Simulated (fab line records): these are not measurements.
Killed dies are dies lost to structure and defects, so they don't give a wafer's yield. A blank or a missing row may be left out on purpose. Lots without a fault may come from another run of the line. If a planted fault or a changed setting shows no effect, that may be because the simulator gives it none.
Matching of chambers    flow sky130    4 sister chambers for SKY_LI_CONTACT_CMP_24 on cmp-01
The step polishes, stops on PSG, t overpolish 20 s, target thk 0 nm. 8 wafers are shown with their chamber, then 7 later ones without.

## WAFERS, EACH WITH ITS CHAMBER
wafer   chamber  time_to_endpoint_s (s)  motor_current_A (A)
L352.6  0        95                      11.4
L356.2  3        94                      11.1
L356.3  1        97                      10.5
L360.4  0        100                     10.3
L360.5  2        102                     10.0
L360.6  1        96                      10.8
L362.1  2        98                      10.9
L362.3  3        95                      11.9

## WAFERS WITHOUT THEIR CHAMBER
wafer   time_to_endpoint_s (s)  motor_current_A (A)
L362.6  95                      10.5
L369.3  92                      11.3
L370.4  94                      10.5
L370.6  89                      11.7
L372.2  96                      10.9
L372.4  93                      10.4
L372.6  92                      10.6

## CHAMBER TAKEN BY EACH
wafer   from the rows above                in truth
L362.6  can't be placed: 1 or 0 or 3 or 2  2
L369.3  can't be placed: 3 or 1 or 0       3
L370.4  can't be placed: 1 or 0 or 3 or 2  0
L370.6  can't be placed: 3 or 1 or 0       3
L372.2  can't be placed: 1 or 0 or 3 or 2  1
L372.4  can't be placed: 1 or 3 or 0 or 2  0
L372.6  can't be placed: 3 or 1 or 0 or 2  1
Placed correctly: 0 of 7. Unplaceable from these rows: 7, with the true chamber sitting among the candidates in 7. Number placed wrongly: 0.
How it was worked out, from the rows above alone: a wafer's distance from a chamber is the root of the sum, over the readings, of the square of ((its reading less the chamber's mean) divided by the reading's scatter). The wafer belongs to the nearest chamber; if the next one is less than 2 further off, it can't be placed. For every chamber, the mean is computed from those of its wafers that are shown. The scatter is the square root of a quotient: the sum, over the shown wafers, of each reading's squared deviation from its chamber's mean, divided by wafers minus chambers.
